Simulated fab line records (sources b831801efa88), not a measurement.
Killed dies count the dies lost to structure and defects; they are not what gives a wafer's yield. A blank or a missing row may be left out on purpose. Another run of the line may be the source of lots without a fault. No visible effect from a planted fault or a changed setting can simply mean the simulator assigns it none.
Matching of chambers ; flow gf180mcu ; 4 sister chambers for GF_CONTACT_CMP_27 on cmp-01
The step polishes, stops on SiO2, t overpolish 15 s, target thk 0 nm. 8 wafers are shown with their chamber, then 8 later ones without.

WAFERS, EACH WITH ITS CHAMBER
wafer;chamber;motorCurrentA (A);overpolishRunS (s)
L676.5;0;12.1;15.014
L676.6;1;9.8;15.002
L677.6;1;9.6;14.993
L678.2;2;12.4;14.975
L678.4;3;11.3;14.994
L678.5;0;10.6;14.995
L680.3;3;11.5;14.995
L680.4;2;12.2;14.986

WAFERS MISSING THEIR CHAMBER
wafer;motorCurrentA (A);overpolishRunS (s)
L680.5;11.4;15.011
L687.1;11.0;15.006
L687.3;10.0;14.996
L689.3;11.3;15.014
L689.6;9.8;14.995
L696.1;9.9;15.000
L696.3;10.8;15.007
L696.4;11.3;14.986

THE CHAMBER EACH PASSED THROUGH
wafer;from the rows above;in truth
L680.5;can't be placed: 0 or 3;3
L687.1;can't be placed: 0 or 3 or 1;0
L687.3;can't be placed: 1 or 3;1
L689.3;can't be placed: 0 or 3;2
L689.6;1;1
L696.1;1;1
L696.3;can't be placed: 0 or 3 or 1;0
L696.4;can't be placed: 3 or 2 or 0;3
Correctly placed: 2 of 8. Cannot be placed on the basis of these rows: 6; the candidates contain the true chamber in 5. Wrongly placed: 0.
How it was worked out, from the rows above alone: a wafer's distance from a chamber is the root of the sum, over the readings, of the square of ((its reading less the chamber's mean) divided by the reading's scatter). The wafer belongs to the nearest chamber; if the next one is less than 2 further off, it can't be placed. For every chamber, the mean is computed from those of its wafers that are shown. The scatter is the square root of a quotient: the sum, over the shown wafers, of each reading's squared deviation from its chamber's mean, divided by wafers minus chambers.
